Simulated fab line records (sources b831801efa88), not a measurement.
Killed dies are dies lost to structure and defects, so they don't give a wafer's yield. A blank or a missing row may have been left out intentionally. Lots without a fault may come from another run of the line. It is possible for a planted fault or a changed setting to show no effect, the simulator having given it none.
fab line records | flow sfqLine
[record] lots = 5 wafers = 15 lastDay = 82
route steps=325 shown I3@137 M4@148 I4@163 JJ@178 M8@325
lots that met no fault: from a run of the same line without faults
startH: the number of hours between the record's first day and the start of the first shown wafer of the lot | waitH: time in hours since the lot's previous step | " unchanged from the row above | L1.1+2: a row that stands for several wafers | - no value present, or no start provided | * or withheld: withheld | < > ~ a bound
route shown NAME@n: names a module that has steps shown in the file, with the first one's number in the route | usual: mean/standard deviation of fault-free wafers | same: alike in all rows | chamber/n: place in a boat | sites: the reading at each site | _std_site: standard deviation across them | _edge_site: outer sites' mean less inner sites' | radiusMm: how far each site lies from the wafer's centre | mask NAME#n: copy n | behind: the most recent tool/chamber to have shaped the wafer | hold: the reason the lot was held/the length of the hold in hours/how it ended | device: the n, p or np transistor that did not switch | end of line: the route-end tests of the same wafers | a step given without rows: its recipe and nothing more | killed: dies that structure and defects cost at the first sort, which is not the same as the wafer's yield | map: dies across one wafer; x = killed, . = not, _ = none there
set.NAME: the setting as run; set.NAME@STEP: as run at that earlier step | model.NAME: the simulator's own value behind a step, which no gauge read
certain route steps with their lots: each step a table, each wafer a row
services: the hour from which a tool's chamber was out of use, counted from the record's first day as startH (under 0 if before that day), plus the number of hours and why
[[steps]]
[step SFQ_TRILAYER_I3_VIA_LITHO_COAT_090]
[recipe] resist = BARC spinRpm = 3000 resistThkNm = 62
[step SFQ_TRILAYER_I3_VIA_LITHO_COAT_085]
[recipe] resist = KrF spinRpm = 3000 resistThkNm = 650
[step SFQ_TRILAYER_I3_VIA_LITHO_SOFTBAKE_089]
[recipe] tempC = withheld timeS = withheld resist = KrF
[step SFQ_TRILAYER_I3_VIA_LITHO_EXPOSE_086]
[recipe] maskId = I3 na = 0.6 sourceShape = conventional sigmaOuter = 0.65 targetCdNm = 500 doseMj = 21.3
[step SFQ_TRILAYER_I3_VIA_LITHO_PEB_088]
[recipe] pebTempC = 115 pebTimeS = 60 resist = KrF
[step SFQ_TRILAYER_I3_VIA_LITHO_DEVELOP_087]
[recipe] timeS = 60 resist = KrF
[step SFQ_I3_OVL_MEAS_923]
[usual] I3_OVL = 1/5.2
// columns lot.wafer tool chamber startH waitH I3_OVL[nm]
L830.2 overlay-02 - 1008.58 0.1 2
L830.3 " - " " 1
L830.4 " - " " 4
L833.3 overlay-02 - 1063.78 0.1 5
L833.4 " - " " 7
L833.6 " - " " 7
L835.2 overlay-02 - 1075.78 0.1 -5
L835.3 " - " " -10
L835.4 " - " " -5
L845.3 overlay-01 - 1170.64 0.1 -6
L845.4 " - " " 3
L845.6 " - " " 0
L850.1 overlay-02 - 1256.98 0.1 -5
L850.2 " - " " 0
L850.6 " - " " 0
[step SFQ_TRILAYER_I3_VIA_BARC_OPEN_VIA_ETCH_121]
[recipe] maskMaterial = PR chemistry = O2 targetDepthNm = 125 target = BARC sourceW = 500 biasW = 80 pressureMtorr = 30 timeS = 41.7
[usual] drypumpMotorCurrentA = 5.8/0.52 oesProductAu = 0.686/0.0046
// columns lot.wafer tool chamber startH waitH drypumpMotorCurrentA oesProductAu rfHoursCounterH
L830.2 rieDiel-01 0 1008.61 0.0 6.0 0.692 8
L830.3 " 1 " " 5.4 0.686 4
L830.4 " 3 " " 5.9 0.683 1
L833.3 rieDiel-03 0 1063.81 0.0 5.3 0.689 12
L833.4 " 3 " " 5.2 0.686 7
L833.6 " 1 " " 6.7 0.689 -
L835.2 rieDiel-03 3 1075.81 0.0 5.3 0.687 8
L835.3 " 2 " " 5.7 0.682 14
L835.4 " 1 " " 6.7 0.692 10
L845.3 rieDiel-01 0 1170.67 0.0 6.0 0.678 10
L845.4 " 2 " " 6.0 0.685 10
L845.6 " 2 " " 6.1 0.685 -
L850.1 rieDiel-03 0 1257.01 0.0 5.3 0.686 15
L850.2 " 3 " " 5.2 0.688 10
L850.6 " 2 " " 5.7 0.685 -
[step SFQ_TRILAYER_I3_VIA_ETCH_VIA_ETCH_088]
[recipe] target = SiO2 stopOn = Nb maskMaterial = PR taperDeg = 20 chemistry = CHF3 targetDepthNm = 260 sourceW = 500 biasW = 80 pressureMtorr = 30 timeS = withheld
[step SFQ_TRILAYER_I3_VIA_STRIP_STRIP_089]
[recipe] gas = O2 powerW = 200 platenTempC = 40 overashFraction = 0.65 chemistry = O2 pressureMtorr = 50
[usual] drypumpMotorCurrentA = 5.6/0.33 oesProductAu = 0.991/0.01
// columns lot.wafer tool chamber startH waitH drypumpMotorCurrentA oesProductAu rfHoursCounterH
L830.2 rieMetal-02 0 1008.96 - 5.6 0.983 -
L830.3 " 0 " " 5.7 0.992 -
L830.4 " 0 " " 5.7 0.999 -
L833.3 rieMetal-02 1 1064.16 - 5.9 0.999 -
L833.4 " 0 " " 5.6 0.993 -
L833.6 " 1 " " 5.9 0.999 -
L835.2 rieMetal-01 1 1075.96 - 6.1 0.994 106
L835.3 " 1 " " 6.1 0.983 -
L835.4 " 0 " " 5.4 0.988 -
L845.3 rieMetal-02 1 1171.02 - 5.9 1.005 -
L845.4 " 0 " " 5.7 0.995 -
L845.6 " 1 " " 5.9 1.009 -
L850.1 rieMetal-01 1 1257.17 - 6.1 0.989 131
L850.2 " 0 " " 5.3 0.985 79
L850.6 " 0 " " 5.3 0.989 -
[step SFQ_TRILAYER_I3_VIA_STRIP_SOLV_CLEAN_090]
[recipe] chemistry = NMP tempC = 70 timeS = 600
[step SFQ_TRILAYER_M4_DEP_PRE_CLEAN_092]
[recipe] gas = Ar timeS = 22.5 biasV = 250
[step SFQ_TRILAYER_M4_DEP_SPUTTER_091]
[recipe] material = Nb basePressurePa = 1.33e-06 chamberPressurePa = 0.1333 substrateTempC = 20 resputterCathodeVoltageV = 400 targetThkNm = 200 powerW = 2000 timeS = 133.3
[usual] substrateTempC = 19.98/0.11 throttleValvePct = 30.0/1.2
// columns lot.wafer tool chamber startH waitH substrateTempC throttleValvePct model.Nb_of_TRILAYER_M4_DEP_SPUTTER_091.thkNm
L830.2 pvdSputter-06 - 1010.17 0.0 20.13 29.4 200.7
L830.3 " - " " 20.00 30.8 197.2
L830.4 " - " " 20.11 30.7 195.2
L833.3 pvdSputter-03 - 1064.77 0.0 20.05 29.2 201.5
L833.4 " - " " 19.90 30.1 197.8
L833.6 " - " " 20.06 31.6 199.1
L835.2 pvdSputter-03 - 1076.77 0.0 20.01 29.9 163.7
L835.3 " - " " 19.88 29.0 202
L835.4 " - " " 19.90 31.6 199.8
L845.3 pvdSputter-06 - 1171.63 0.0 20.02 30.8 199.7
L845.4 " - " " 19.92 29.5 201.7
L845.6 " - " " 19.92 30.6 200
L850.1 pvdSputter-06 - 1257.97 0.0 20.03 29.4 197.8
L850.2 " - " " 19.94 29.3 199.8
L850.6 " - " " 20.15 29.4 199.6
[step SFQ_M4_RS_MEAS_924]
[recipe] thkMeasGauge = four-point-probe reads = Nb_of_TRILAYER_M4_DEP_SPUTTER_091
[usual] M4_NB_RS = 0.895/0.01
// columns lot.wafer tool chamber startH waitH M4_NB_RS[ohm/sq]
L830.2 filmMetro-01 - 1010.28 0.1 0.886
L830.3 " - " " 0.903
L830.4 " - " " 0.912
L833.3 filmMetro-03 - 1064.90 0.1 0.885
L833.4 " - " " 0.901
L833.6 " - " " 0.895
L835.2 filmMetro-01 - 1076.88 0.1 1.088
L835.3 " - " " 0.880
L835.4 " - " " 0.889
L845.3 filmMetro-01 - 1171.76 0.1 0.891
L845.4 " - " " 0.883
L845.6 " - " " 0.888
L850.1 filmMetro-03 - 1258.06 0.0 0.900
L850.2 " - " " 0.891
L850.6 " - " " 0.893
[step SFQ_TRILAYER_M4_LITHO_COAT_098]
[recipe] resist = BARC spinRpm = 3000 resistThkNm = 62
[step SFQ_TRILAYER_M4_LITHO_COAT_093]
[recipe] resist = KrF spinRpm = 3000 resistThkNm = 600
[step SFQ_TRILAYER_M4_LITHO_SOFTBAKE_097]
[recipe] tempC = withheld timeS = withheld resist = KrF
[step SFQ_TRILAYER_M4_LITHO_EXPOSE_094]
[recipe] maskId = M4 na = 0.6 sourceShape = conventional sigmaOuter = 0.65 targetCdNm = 500 doseMj = 14.4
[step SFQ_TRILAYER_M4_LITHO_PEB_096]
[recipe] pebTempC = 115 pebTimeS = 60 resist = KrF
[step SFQ_TRILAYER_M4_LITHO_DEVELOP_095]
[recipe] timeS = 60 resist = KrF
[step SFQ_M4_OVL_MEAS_926]
[usual] M4_OVL = -6/6.8
// columns lot.wafer tool chamber startH waitH M4_OVL[nm]
L830.2 overlay-02 - 1156.24 0.1 -3
L830.3 " - " " -16
L830.4 " - " " -11
L833.3 overlay-02 - 1204.24 0.1 -8
L833.4 " - " " -6
L833.6 " - " " -14
L835.2 overlay-02 - 1217.48 0.1 -5
L835.3 " - " " -1
L835.4 " - " " -9
L845.3 overlay-01 - 1302.51 0.1 2
L845.4 " - " " -7
L845.6 " - " " -5
L850.1 overlay-01 - 1360.09 0.1 3
L850.2 " - " " 0
L850.6 " - " " 4
[step SFQ_TRILAYER_M4_BARC_OPEN_METAL_ETCH_123]
[recipe] maskMaterial = PR chemistry = O2 targetDepthNm = 125 target = BARC icpW = 600 biasW = 80 pressureMtorr = 10 timeS = 41.7
[usual] drypumpMotorCurrentA = 5.60/0.28 oesProductAu = 0.686/0.0045
// columns lot.wafer tool chamber startH waitH drypumpMotorCurrentA oesProductAu rfHoursCounterH
L830.2 rieMetal-04 1 1156.29 0.0 5.18 0.690 -
L830.3 " 1 " " 5.18 0.687 -
L830.4 " 1 " " 5.18 0.681 -
L833.3 rieMetal-04 1 1204.29 0.0 5.21 0.681 -
L833.4 " 0 " " 5.50 0.686 -
L833.6 " 0 " " 5.51 0.687 -
L835.2 rieMetal-04 0 1217.51 0.0 5.51 0.685 8
L835.3 " 1 " " 5.18 0.686 -
L835.4 " 0 " " 5.50 0.681 -
L845.3 rieMetal-02 1 1302.55 0.0 5.88 0.686 -
L845.4 " 0 " " 5.65 0.694 -
L845.6 " 0 " " 5.65 0.685 -
L850.1 rieMetal-02 0 1360.13 0.0 5.64 0.685 37
L850.2 " 1 " " 5.91 0.690 54
L850.6 " 0 " " 5.62 0.690 -
[step SFQ_TRILAYER_M4_ETCH_METAL_ETCH_096]
[recipe] target = Nb stopOn = SiO2 maskMaterial = PR chemistry = Cl2/Ar targetDepthNm = 240 icpW = 600 biasW = 80 pressureMtorr = 10 timeS = 120
[usual] drypumpMotorCurrentA = 5.60/0.28 oesProductAu = 0.891/0.0071
// columns lot.wafer tool chamber startH waitH drypumpMotorCurrentA oesProductAu rfHoursCounterH
L830.2 rieMetal-04 1 1156.43 0.1 5.20 0.895 -
L830.3 " 1 " " 5.21 0.886 -
L830.4 " 1 " " 5.20 0.886 -
L833.3 rieMetal-04 1 1204.37 0.1 5.18 0.891 -
L833.4 " 0 " " 5.52 0.885 -
L833.6 " 0 " " 5.50 0.894 -
L835.2 rieMetal-04 0 1217.57 0.0 5.50 0.802 8
L835.3 " 1 " " 5.18 0.900 -
L835.4 " 0 " " 5.52 0.898 -
L845.3 rieMetal-02 1 1302.63 0.1 5.90 0.882 -
L845.4 " 0 " " 5.63 0.903 -
L845.6 " 0 " " 5.64 0.894 -
L850.1 rieMetal-02 0 1360.19 0.0 5.63 0.890 37
L850.2 " 1 " " 5.87 0.896 54
L850.6 " 0 " " 5.64 0.897 -
[step SFQ_TRILAYER_M4_STRIP_STRIP_097]
[recipe] gas = O2 powerW = 200 platenTempC = 40 overashFraction = 0.65 chemistry = O2 pressureMtorr = 50
[step SFQ_TRILAYER_M4_STRIP_SOLV_CLEAN_098]
[recipe] chemistry = NMP tempC = 70 timeS = 600
[step SFQ_TRILAYER_I4_DEP_PECVD_099]
[recipe] material = SiO2 tempC = 150 timeS = 111.11 pressureTorr = 2.4 rfW = 183.3 precursor = SiH4/N2O targetThkNm = 500
[step SFQ_TRILAYER_I4_CMP_CMP_100]
[recipe] material = SiO2 downForcePsi = 3 platenRpm = 60 padVelocityMS = 0.94248
[usual] edgeZonePressureFrac = 0.999/0.0045 motorCurrentA = 9.5/0.87 timeToEndpointS = 214/9
// columns lot.wafer tool chamber startH waitH edgeZonePressureFrac motorCurrentA timeToEndpointS
L830.3 cmp-02 1 1158.11 0.0 0.997 9.5 208
L830.4 " 3 1159.11 1.0 1.001 9.9 207
L830.2 " 0 " " 1.000 8.7 216
L833.4 cmp-01 2 1205.81 0.5 1.003 9.6 218
L833.3 " 3 " " 0.996 11.7 221
L833.6 " 2 1207.81 2.5 1.002 9.8 213
L835.4 cmp-01 3 1220.31 1.8 0.995 11.2 230
L835.2 " 0 " " 0.988 10.0 223
L835.3 " 2 1221.81 3.3 0.998 10.1 217
L845.4 cmp-01 2 1312.42 8.8 0.989 10.4 218
L845.3 " 0 1313.42 9.9 0.994 9.7 214
L845.6 " 2 1314.42 10.8 0.995 10.1 207
L850.1 cmp-02 1 1391.39 30.3 1.001 9.6 218
L850.2 " 0 1392.89 31.8 1.002 8.5 220
L850.6 " 1 " " 0.997 10.0 226
[step SFQ_I4_BOW_MEAS_927]
[recipe] mode = bow
[usual] I4_BOW = 6/11
// columns lot.wafer tool chamber startH waitH I4_BOW[um]
L830.2 filmMetro-04 - 1161.13 1.0 4
L830.3 " - " " 5
L830.4 " - " " 12
L833.3 filmMetro-04 - 1208.35 1.5 23
L833.4 " - " " 32
L833.6 " - " " 21
L835.2 filmMetro-01 - 1223.33 2.0 -5
L835.3 " - " " 5
L835.4 " - " " -3
L845.3 filmMetro-04 - 1315.46 1.5 -8
L845.4 " - " " -4
L845.6 " - " " -1
L850.1 filmMetro-04 - 1394.39 2.5 13
L850.2 " - " " 13
L850.6 " - " " -5
[step SFQ_TRILAYER_I4_METRO_MEASURE_101]
[step SFQ_TRILAYER_I4_VIA_LITHO_COAT_108]
[recipe] resist = BARC spinRpm = 3000 resistThkNm = 62
[step SFQ_TRILAYER_I4_VIA_LITHO_COAT_103]
[recipe] resist = KrF spinRpm = 3000 resistThkNm = 650
[step SFQ_TRILAYER_I4_VIA_LITHO_SOFTBAKE_107]
[recipe] tempC = withheld timeS = withheld resist = KrF
[step SFQ_TRILAYER_I4_VIA_LITHO_EXPOSE_104]
[recipe] maskId = I4 na = 0.6 sourceShape = conventional sigmaOuter = 0.65 targetCdNm = 700 doseMj = 21.3
[step SFQ_TRILAYER_I4_VIA_LITHO_PEB_106]
[recipe] pebTempC = 115 pebTimeS = 60 resist = KrF
[step SFQ_TRILAYER_I4_VIA_LITHO_DEVELOP_105]
[recipe] timeS = 60 resist = KrF
[step SFQ_I4_OVL_MEAS_928]
[usual] I4_OVL = 5/4.6
// columns lot.wafer tool chamber startH waitH I4_OVL[nm]
L830.2 overlay-02 - 1164.68 0.1 16
L830.3 " - " " 14
L830.4 " - " " 13
L833.3 overlay-01 - 1213.89 0.1 7
L833.4 " - " " 0
L833.6 " - " " 0
L835.2 overlay-01 - 1226.88 0.1 -6
L835.3 " - " " 10
L835.4 " - " " 1
L845.3 overlay-01 - 1405.58 0.1 8
L845.4 " - " " 8
L845.6 " - " " 12
L850.1 overlay-01 - 1487.88 0.1 9
L850.2 " - " " 7
L850.6 " - " " 9
[step SFQ_TRILAYER_I4_VIA_BARC_OPEN_VIA_ETCH_146]
[recipe] maskMaterial = PR chemistry = O2 targetDepthNm = 125 target = BARC sourceW = 500 biasW = 80 pressureMtorr = 30 timeS = 41.7
[step SFQ_TRILAYER_I4_VIA_ETCH_VIA_ETCH_106]
[recipe] target = SiO2 stopOn = Nb maskMaterial = PR taperDeg = 20 chemistry = CHF3 targetDepthNm = 260 sourceW = 500 biasW = 80 pressureMtorr = 30 timeS = withheld
[step SFQ_TRILAYER_I4_VIA_STRIP_STRIP_107]
[recipe] gas = O2 powerW = 200 platenTempC = 40 overashFraction = 0.65 chemistry = O2 pressureMtorr = 50
[usual] drypumpMotorCurrentA = 5.4/0.36 oesProductAu = 0.996/0.015
// columns lot.wafer tool chamber startH waitH drypumpMotorCurrentA oesProductAu rfHoursCounterH
L830.2 rieMetal-03 0 1164.87 - 5.0 1.000 130
L830.3 " 1 " " 5.7 0.983 -
L830.4 " 0 " " 5.0 0.998 -
L833.3 rieMetal-03 0 1214.27 - 5.0 1.018 -
L833.4 " 1 " " 5.7 0.995 -
L833.6 " 1 " " 5.7 0.987 -
L835.2 rieMetal-04 0 1227.07 - 5.5 0.996 9
L835.3 " 1 " " 5.2 1.024 -
L835.4 " 0 " " 5.5 0.987 -
L845.3 rieMetal-03 1 1405.96 - 5.6 0.981 -
L845.4 " 0 " " 5.0 1.022 -
L845.6 " 0 " " 5.0 1.019 -
L850.1 rieMetal-03 0 1488.06 - 5.0 1.018 52
L850.2 " 1 " " 5.7 0.986 35
L850.6 " 1 " " 5.7 0.980 -
[step SFQ_TRILAYER_I4_VIA_STRIP_SOLV_CLEAN_108]
[recipe] chemistry = NMP tempC = 70 timeS = 600
[step SFQ_TRILAYER_JJ_TRILAYER_DEP_PRE_CLEAN_113]
[recipe] gas = Ar timeS = 22.5 biasV = 250
[step SFQ_M8_BOW_MEAS_951]
[recipe] mode = bow
[usual] M8_BOW = 10/13
// columns lot.wafer tool chamber startH waitH M8_BOW[um] model.etest.m4.ohmUm model.etest.i3.linkOhm model.etest.m4.ohmSq model.etest.i4.linkOhm
L830.2 filmMetro-03 - 1633.75 0.0 14 1.778 1.972 0.8875 2.172
L830.3 " - " " 14 1.817 1.955 0.9031 2.179
L830.4 " - " " 22 1.829 1.98 0.9123 2.192
L833.3 filmMetro-01 - 1842.95 0.0 28 1.77 1.975 0.884 2.176
L833.4 " - " " 37 1.795 1.979 0.9004 2.188
L833.6 " - " " 26 1.778 1.983 0.8948 2.186
L835.2 filmMetro-01 - 1846.53 0.0 -1 2.181 2.222 1.088 2.382
L835.3 " - " " 5 1.767 1.975 0.8816 2.183
L835.4 " - " " 0 1.787 2.004 0.8915 2.172
L845.3 filmMetro-03 - 1930.63 0.0 -11 1.766 1.962 0.892 2.162
L845.4 " - " " -7 1.756 1.973 0.8831 2.183
L845.6 " - " " -6 1.778 1.959 0.8905 2.166
L850.1 filmMetro-04 - 1978.35 0.0 7 1.801 1.989 0.9006 2.174
L850.2 " - " " 9 1.782 1.968 0.8915 2.167
L850.6 " - " " -10 1.793 1.979 0.8925 2.197
[[services]]
// columns tool chamber startH hours kind
rieMetal-04 0 996.50 8.0 repair
cmp-01 - 1001.37 0.4 repair
cmp-01 - 1002.93 7.7 pm
rieMetal-04 - 1043.01 0.2 repair
pvdSputter-06 - 1053.10 12.0 repair
rieDiel-03 - 1079.39 2.8 pm
rieDiel-03 0 1088.58 3.0 repair
rieMetal-04 - 1128.82 2.3 repair
rieMetal-04 0 1135.86 15.9 repair
rieMetal-02 1 1166.96 2.4 repair
pvdSputter-06 - 1175.99 0.8 repair
cmp-01 - 1185.82 1.2 repair
rieDiel-03 - 1207.90 0.5 repair
rieMetal-02 0 1245.67 2.5 repair
cmp-01 - 1260.42 4.0 pm
rieMetal-03 1 1272.33 18.5 repair
cmp-01 - 1288.96 1.9 repair
rieDiel-03 2 1293.42 1.2 repair
cmp-01 - 1300.49 0.3 repair
rieMetal-02 - 1324.52 1.4 pm
rieMetal-02 0 1361.30 8.1 repair
rieDiel-03 0 1362.13 3.8 repair
rieMetal-03 - 1366.06 1.4 pm
rieMetal-02 1 1487.13 19.3 repair
[[key]]
[firstSign] step = SFQ_M4_RS_MEAS_924 reading = M4_NB_RS direction = up sigmas = 18 usual = 0.895 struck = 1.088
[effect] step = SFQ_TRILAYER_M4_ETCH_METAL_ETCH_096 reading = oesProductAu direction = down sigmas = 13 usual = 0.891 struck = 0.802
[modelEffect] step = SFQ_TRILAYER_M4_DEP_SPUTTER_091 value = Nb_of_TRILAYER_M4_DEP_SPUTTER_091.thkNm without = 199.9 struck = 163.7
[modelEffect] step = SFQ_M8_BOW_MEAS_951 value = etest.m4.ohmUm without = 1.787 struck = 2.181
metAt SFQ_TRILAYER_M4_DEP_SPUTTER_091
struckWafers L835.2
onsetBetween 1064.77 1076.77
[fault] kind = processParameterDrift tool = pvdSputter-03 chamber = - onsetH = 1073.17 steps = SFQ_TRILAYER_M4_DEP_SPUTTER_091 channel = timeS offset = * shape = step endH = 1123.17 actsIn = * stated = * scope = struckWafersOnly
